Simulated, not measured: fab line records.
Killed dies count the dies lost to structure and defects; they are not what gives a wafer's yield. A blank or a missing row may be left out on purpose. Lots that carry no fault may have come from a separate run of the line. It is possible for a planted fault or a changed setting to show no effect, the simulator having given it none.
Matching of chambers | flow sky130 | SKY_VIA3_ETCH_14 on rieDiel-03 has 4 sister chambers
The step etches BARC in N2/H2, stops on SiO2, time 45.9 s, target depth 60 nm. 4 wafers are shown with their chamber, then 10 later ones without.

## EACH WAFER AND ITS CHAMBER
wafer  | chamber | throttleValvePct (%)
L080.5 | 1       | 13.218
L080.6 | 2       | 13.230
L083.1 | 3       | 13.230
L083.4 | 0       | 13.222

## WAFERS WITHOUT THEIR CHAMBER
wafer  | throttleValvePct (%)
L083.5 | 13.229
L087.1 | 13.221
L087.3 | 13.204
L087.4 | 13.235
L093.1 | 13.225
L093.2 | 13.212
L093.4 | 13.237
L094.2 | 13.232
L094.4 | 13.224
L094.6 | 13.236

## THE CHAMBER EACH PASSED THROUGH
wafer  | from the rows above               | in truth
L083.5 | can't be placed: 2 or 3 or 0 or 1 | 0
L087.1 | can't be placed: 0 or 1 or 2 or 3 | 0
L087.3 | can't be placed: 1 or 0 or 2 or 3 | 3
L087.4 | can't be placed: 2 or 3 or 0 or 1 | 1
L093.1 | can't be placed: 0 or 2 or 3 or 1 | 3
L093.2 | can't be placed: 1 or 0 or 2 or 3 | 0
L093.4 | can't be placed: 2 or 3 or 0 or 1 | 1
L094.2 | can't be placed: 2 or 3 or 0 or 1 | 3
L094.4 | can't be placed: 0 or 1 or 2 or 3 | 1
L094.6 | can't be placed: 2 or 3 or 0 or 1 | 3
Correct placement for 0 of the 10. From these rows, 10 cannot be placed; in 10 the true chamber is one of the candidates. Number placed wrongly: 0.
How it was worked out, from the rows above alone: a wafer's distance from a chamber is the root of the sum, over the readings, of the square of ((its reading less the chamber's mean) divided by the reading's scatter). If the next closest chamber is less than 2 further off than the closest, the wafer can't be placed; otherwise it belongs to the closest. The mean given for a chamber averages the wafers shown for that chamber. The scatter (one wafer shown for each chamber): square how far every hidden wafer sits from the nearest shown wafer, average those squares and take the square root.
